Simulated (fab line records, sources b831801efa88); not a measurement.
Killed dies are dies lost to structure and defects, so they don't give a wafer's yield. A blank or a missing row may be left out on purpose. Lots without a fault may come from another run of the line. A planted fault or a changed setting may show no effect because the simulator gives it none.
Which tool did it? | flow sky130 | 13 lots, 39 wafers sampled, at 4 steps of a route of 708

WHAT THE GAUGES READ, wafer by wafer
SKY_VIA4_OVL_MEAS_11. Usual: VIA4_OVL -0.4 nm, standard deviation 1.3.
lot  | measured     | on         | VIA4_OVL (nm)  | flag
L917 | day 43 10:08 | overlay-01 | -0.4 -0.4 -0.2 |
L918 | day 43 11:02 | overlay-02 | 0.3 0.4 0.4    |
L921 | day 44 12:41 | overlay-02 | -1.4 -1.3 0.4  |
L922 | day 44 15:23 | overlay-01 | 2.6 -0.6 1.4   |
L923 | day 45 00:42 | overlay-02 | 1.9 2.6 1.4    |
L927 | day 45 11:32 | overlay-01 | 1.7 1.4 0.1    |
L929 | day 45 21:11 | overlay-02 | -0.1 0.1 0.6   |
L928 | day 46 00:11 | overlay-02 | -1.6 -2.4 -1.1 |
L930 | day 46 03:16 | overlay-02 | -0.5 -0.2 1.7  |
L932 | day 47 11:35 | overlay-02 | -2.2 -2.0 -0.8 |
L933 | day 47 12:52 | overlay-01 | -1.2 -2.2 -0.7 |
L937 | day 48 04:38 | overlay-01 | -3.2 -3.2 -3.4 |
L940 | day 48 15:29 | overlay-02 | -0.6 0.5 -0.4  |

SKY_PASSIVATION_THK_MEAS_01. Usual: PASSIVATION_CVD_00_THK 90.2 nm, standard deviation 1.2.
lot  | measured     | on            | PASSIVATION_CVD_00_THK (nm) | flag
L917 | day 44 10:43 | film_metro-01 | 89.6 88.3 90.4              |
L918 | day 44 11:48 | film_metro-02 | 88.3 89.2 92.2              |
L921 | day 45 12:33 | film_metro-02 | 89.0 89.2 90.5              |
L922 | day 45 13:32 | film_metro-02 | 89.7 90.7 91.3              |
L923 | day 45 23:35 | film_metro-01 | 88.9 88.5 89.0              |
L927 | day 46 11:24 | film_metro-02 | 88.0 87.8 89.5              |
L929 | day 46 20:31 | film_metro-01 | 89.4 89.9 91.0              |
L928 | day 46 23:53 | film_metro-02 | 89.9 90.8 91.9              |
L930 | day 47 02:35 | film_metro-01 | 89.9 89.0 91.3              |
L932 | day 48 09:06 | film_metro-01 | 90.3 90.9 92.5              |
L933 | day 48 10:38 | film_metro-01 | 88.3 89.2 90.6              |
L937 | day 49 01:09 | film_metro-04 | 90.6 90.6 91.5              |
L940 | day 49 11:31 | film_metro-02 | 88.2 90.5 90.7              |

WHICH TOOL RAN EACH LOT (tool, then ch and the chambers of the sampled wafers, then the start)
lot  | SKY_METAL5_SPUTTER_00        | SKY_PASSIVATION_CVD_00
L917 | pvd_sputter-03, day 43 11:31 | pecvd-01 ch 1,2, day 44 10:41
L918 | pvd_sputter-01, day 43 12:25 | pecvd-03 ch 0,1,2, day 44 11:47
L921 | pvd_sputter-03, day 44 14:04 | pecvd-03 ch 0,1,2, day 45 12:31
L922 | pvd_sputter-01, day 44 16:46 | pecvd-01 ch 0,1,2, day 45 13:30
L923 | pvd_sputter-03, day 45 02:05 | pecvd-02 ch 1,2, day 45 23:33
L927 | pvd_sputter-04, day 45 12:58 | pecvd-02 ch 1,2, day 46 11:23
L929 | pvd_sputter-03, day 45 23:05 | pecvd-01 ch 0,1,2, day 46 20:29
L928 | pvd_sputter-03, day 46 01:41 | pecvd-01 ch 1,2, day 46 23:52
L930 | pvd_sputter-04, day 46 04:43 | pecvd-01 ch 1,2, day 47 02:34
L932 | pvd_sputter-03, day 47 13:10 | pecvd-01 ch 1,2, day 48 09:05
L933 | pvd_sputter-03, day 47 14:17 | pecvd-02 ch 0,1,2, day 48 10:37
L937 | pvd_sputter-01, day 48 06:13 | pecvd-01 ch 0,2, day 49 01:07
L940 | pvd_sputter-04, day 48 16:52 | pecvd-03 ch 0,1, day 49 11:29
- SKY_METAL5_SPUTTER_00: material Ti, target thk 15 nm, time 10 s.
- SKY_PASSIVATION_CVD_00: deposits SiO2, target thk 90 nm.

WHAT THE TOOLS THEMSELVES READ (means of the sampled wafers that have a number; where no wafer has one, the mark that the record gives instead)
SKY_METAL5_SPUTTER_00. Usual: cathode_dc_power_W 3000.0 W, standard deviation 0.57; throttle_valve_pct 30.4 %, standard deviation 0.98.
lot  | tool           | cathode_dc_power_W (W) | throttle_valve_pct (%) | flag
L917 | pvd_sputter-03 | 3000.2                 | 31.8                   |
L918 | pvd_sputter-01 | 3000.1                 | 28.9                   |
L921 | pvd_sputter-03 | 2999.6                 | 30.7                   |
L922 | pvd_sputter-01 | 2999.9                 | 29.5                   |
L923 | pvd_sputter-03 | 3000.0                 | 31.4                   |
L927 | pvd_sputter-04 | 2999.4                 | 29.5                   |
L929 | pvd_sputter-03 | 3000.8                 | 31.7                   |
L928 | pvd_sputter-03 | 2999.8                 | 31.2                   |
L930 | pvd_sputter-04 | 3000.2                 | 30.2                   |
L932 | pvd_sputter-03 | 2999.8                 | 30.4                   |
L933 | pvd_sputter-03 | 2999.8                 | 30.9                   |
L937 | pvd_sputter-01 | 3000.2                 | 29.6                   |
L940 | pvd_sputter-04 | 3000.1                 | 30.0                   |

SKY_PASSIVATION_CVD_00. Usual: heater_power_w 702 W, standard deviation 74.
lot  | tool     | heater_power_w (W) | flag
L917 | pecvd-01 | 720                |
L918 | pecvd-03 | 676                |
L921 | pecvd-03 | 692                |
L922 | pecvd-01 | 768                |
L923 | pecvd-02 | 694                |
L927 | pecvd-02 | 737                |
L929 | pecvd-01 | 729                |
L928 | pecvd-01 | 761                |
L930 | pecvd-01 | 707                |
L932 | pecvd-01 | 628                |
L933 | pecvd-02 | 707                |
L937 | pecvd-01 | 762                |
L940 | pecvd-03 | 595                |

THE ANSWER, worked out from the rows above alone
Rule: a lot is off if the mean of its wafers that have a number lies more than 3 standard deviations from the usual mean. A lot without any number at a reading at which 4 lots or more have one is off too. The other lots that the step has rows for count as sound. The gauges are gone through in route order, then the tools' own readings, and for those a lot's mean is taken as printed above. The first step at which some lot is off is used, and at that step the reading that is off furthest; a lot without a number counts as furthest.
No lot is off at any reading shown: from this, nothing can be told.

WHAT THE SIMULATOR HAD PUT IN
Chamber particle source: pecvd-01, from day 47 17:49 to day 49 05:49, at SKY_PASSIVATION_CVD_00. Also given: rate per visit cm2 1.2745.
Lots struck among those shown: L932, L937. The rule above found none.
